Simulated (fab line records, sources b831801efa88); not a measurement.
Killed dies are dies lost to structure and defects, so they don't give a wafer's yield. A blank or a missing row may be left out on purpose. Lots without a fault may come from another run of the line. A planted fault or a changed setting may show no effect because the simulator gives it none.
Which tool did it? | flow gf180mcu | 14 lots, 42 wafers sampled, at 3 steps of a route of 602

WHAT THE GAUGES READ, wafer by wafer
GF_HV_LDD_CD_MEAS_46: target cd 400 nm. Usual: cd_nm 399.1 nm, standard deviation 2.8.
lot  | measured     | on        | cd_nm (nm)        | flag
L841 | day 12 10:31 | cd_sem-02 | 403.8 404.4 400.1 |
L844 | day 13 06:59 | cd_sem-01 | 404.4 403.4 404.4 |
L848 | day 14 15:40 | cd_sem-01 | 395.1 399.0 393.3 |
L849 | day 14 22:53 | cd_sem-01 | 404.7 401.7 402.9 |
L853 | day 16 09:07 | cd_sem-02 | 398.5 397.6 397.2 |
L854 | day 16 14:52 | cd_sem-01 | 400.4 401.3 401.6 |
L855 | day 17 09:20 | cd_sem-01 | 400.1 403.2 401.2 |
L856 | day 17 12:33 | cd_sem-01 | 400.8 398.2 397.7 |
L857 | day 17 14:01 | cd_sem-02 | 398.7 401.6 399.2 |
L858 | day 18 10:52 | cd_sem-02 | 395.8 398.8 396.8 |
L859 | day 18 20:46 | cd_sem-01 | 396.4 396.7 396.5 |
L861 | day 19 10:55 | cd_sem-02 | 400.6 399.4 399.8 |
L862 | day 19 16:46 | cd_sem-02 | 397.2 395.1 396.5 |
L864 | day 20 09:23 | cd_sem-02 | 399.4 400.8 404.6 |

GF_NSD_CD_MEAS_07: target cd 400 nm. Usual: cd_nm 399.5 nm, standard deviation 2.1.
lot  | measured     | on        | cd_nm (nm)        | flag
L841 | day 13 09:46 | cd_sem-02 | 397.7 400.1 395.7 |
L844 | day 14 07:56 | cd_sem-01 | 401.8 400.5 398.9 |
L848 | day 15 15:58 | cd_sem-02 | 402.3 401.3 402.4 |
L849 | day 15 23:50 | cd_sem-01 | 396.9 396.5 393.8 |
L853 | day 17 10:55 | cd_sem-01 | 400.3 399.7 399.6 |
L854 | day 17 17:13 | cd_sem-01 | 398.6 399.0 401.3 |
L855 | day 18 11:26 | cd_sem-01 | 401.1 398.2 399.1 |
L856 | day 18 15:14 | cd_sem-01 | 401.2 398.6 401.2 |
L857 | day 18 17:40 | cd_sem-02 | 398.9 400.1 399.3 |
L858 | day 19 14:04 | cd_sem-02 | 396.7 398.3 398.9 |
L859 | day 19 22:58 | cd_sem-02 | 397.4 397.0 398.6 |
L861 | day 20 14:31 | cd_sem-02 | 403.0 402.7 400.6 |
L862 | day 20 20:31 | cd_sem-02 | 397.4 398.4 396.6 |
L864 | day 21 11:47 | cd_sem-02 | 399.9 397.7 398.5 |

WHICH TOOL RAN EACH LOT (tool, then ch and the chambers of the sampled wafers, then the start)
lot  | GF_HV_LDD_STRIP_10
L841 | plasma_asher-02 ch 0, day 10 02:44
L844 | plasma_asher-02 ch 0,1, day 10 21:28
L848 | plasma_asher-04 ch 0,1, day 12 02:01
L849 | plasma_asher-01 ch 0,1, day 12 09:55
L853 | plasma_asher-01 ch 0,1, day 13 15:34
L854 | plasma_asher-01 ch 0,1, day 13 21:19
L855 | plasma_asher-01 ch 0,1, day 14 13:40
L856 | plasma_asher-04 ch 0,1, day 14 17:16
L857 | plasma_asher-01 ch 0,1, day 14 17:31
L858 | plasma_asher-01 ch 0,1, day 15 13:37
L859 | plasma_asher-04 ch 0,1, day 15 22:55
L861 | plasma_asher-02 ch 0,1, day 16 13:11
L862 | plasma_asher-04 ch 0,1, day 16 18:08
L864 | plasma_asher-01 ch 0,1, day 17 09:31
- GF_HV_LDD_STRIP_10: strips in O2/N2.

WHAT THE TOOLS THEMSELVES READ (means of the sampled wafers that have a number; where no wafer has one, the mark that the record gives instead)
GF_HV_LDD_STRIP_10. Usual: chamber_pressure_mTorr 1500.0 mTorr, standard deviation 1.3; drypump_motor_current_A 6.1 A, standard deviation 0.51; heater_power_w 351 W, standard deviation 24; oes_product_au 0.717 a.u., standard deviation 0.0045; strip_time_to_endpoint_s 12.63 s, standard deviation 0.035.
lot  | tool            | chamber_pressure_mTorr (mTorr) | drypump_motor_current_A (A) | heater_power_w (W) | oes_product_au (a.u.) | strip_time_to_endpoint_s (s) | flag
L841 | plasma_asher-02 | 1499.0                         | 5.0                         | 344                | 0.720                 | 12.59                        |
L844 | plasma_asher-02 | 1500.8                         | 5.3                         | 363                | 0.714                 | 12.69                        |
L848 | plasma_asher-04 | 1499.6                         | 6.3                         | 327                | 0.718                 | 12.64                        |
L849 | plasma_asher-01 | 1499.1                         | 6.5                         | 354                | 0.716                 | 12.63                        |
L853 | plasma_asher-01 | 1500.3                         | 6.5                         | 351                | 0.718                 | 12.65                        |
L854 | plasma_asher-01 | 1500.6                         | 6.5                         | 350                | 0.717                 | 12.62                        |
L855 | plasma_asher-01 | 1498.8                         | 6.5                         | 343                | 0.714                 | 12.61                        |
L856 | plasma_asher-04 | 1500.4                         | 6.3                         | 341                | 0.717                 | 12.65                        |
L857 | plasma_asher-01 | 1498.2                         | 6.4                         | 344                | 0.719                 | 12.64                        |
L858 | plasma_asher-01 | 1499.4                         | 6.5                         | 349                | 0.715                 | 12.67                        |
L859 | plasma_asher-04 | 1499.2                         | 6.3                         | 336                | 0.716                 | 12.66                        |
L861 | plasma_asher-02 | 1501.1                         | 5.6                         | 386                | 0.720                 | 12.60                        |
L862 | plasma_asher-04 | 1499.5                         | 6.3                         | 331                | 0.718                 | 12.60                        |
L864 | plasma_asher-01 | 1500.3                         | 6.5                         | 351                | 0.720                 | 12.61                        |

THE ANSWER, worked out from the rows above alone
Rule: a lot is off if the mean of its wafers that have a number lies more than 3 standard deviations from the usual mean. A lot without any number at a reading at which 4 lots or more have one is off too. The other lots that the step has rows for count as sound. The gauges are gone through in route order, then the tools' own readings, and for those a lot's mean is taken as printed above. The first step at which some lot is off is used, and at that step the reading that is off furthest; a lot without a number counts as furthest.
No lot is off at any reading shown: from this, nothing can be told.

WHAT THE SIMULATOR HAD PUT IN
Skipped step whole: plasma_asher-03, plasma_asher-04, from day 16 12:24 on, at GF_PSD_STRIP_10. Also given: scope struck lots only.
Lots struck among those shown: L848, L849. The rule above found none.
